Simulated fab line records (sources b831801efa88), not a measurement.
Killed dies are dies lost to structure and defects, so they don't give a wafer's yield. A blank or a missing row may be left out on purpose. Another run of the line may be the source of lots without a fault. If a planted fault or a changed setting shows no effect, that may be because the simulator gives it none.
Chamber matching | flow sky130 | 4 sister chambers for SKY_VIA3_CMP_02 on cmp-01
The step polishes SiO2. 14 wafers are shown with their chamber, then 7 later ones without.

== WAFERS PAIRED WITH THEIR CHAMBERS ==
wafer  | chamber | motor_current_A (A)
L571.3 | 0       | 9.9
L571.4 | 3       | 10.9
L571.5 | 2       | 12.3
L573.2 | 1       | 14.1
L573.4 | 3       | 11.6
L573.5 | 3       | 11.8
L576.3 | 3       | 12.0
L576.4 | 1       | 14.7
L576.5 | 2       | 11.9
L585.1 | 1       | 14.5
L585.5 | 3       | 11.4
L585.6 | 2       | 11.5
L586.2 | 0       | 10.5
L586.4 | 3       | 11.8

SIGNATURES, as means of the wafers listed above
reading         | chamber 0 | chamber 1 | chamber 2 | chamber 3 | scatter within a chamber
motor_current_A | 10.200    | 14.433    | 11.900    | 11.583    | 0.381
Rule: a wafer's distance from a chamber is the root of the sum, over the readings, of the square of ((its reading less the chamber's mean) divided by the reading's scatter). If the next closest chamber is less than 2 further off than the closest, the wafer can't be placed; otherwise it belongs to the closest. The scatter is the square root of a quotient: the sum, over the shown wafers, of each reading's squared deviation from its chamber's mean, divided by wafers minus chambers.

== WAFERS WITHOUT THEIR CHAMBER ==
wafer  | motor_current_A (A)
L586.5 | 14.0
L591.2 | 12.1
L591.3 | 11.1
L591.5 | 14.4
L592.2 | 11.2
L592.5 | 10.5
L592.6 | 13.8

== THE CHAMBER EACH PASSED THROUGH ==
wafer  | from the rows above          | in truth
L586.5 | 1                            | 1
L591.2 | can't be placed: 2 or 3      | 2
L591.3 | can't be placed: 3 or 2 or 0 | 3
L591.5 | 1                            | 1
L592.2 | can't be placed: 3 or 2 or 0 | 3
L592.5 | 0                            | 0
L592.6 | 1                            | 1
Correctly placed: 4 of 7. Unplaceable from these rows: 3, with the true chamber sitting among the candidates in 3. 0 placed wrongly.
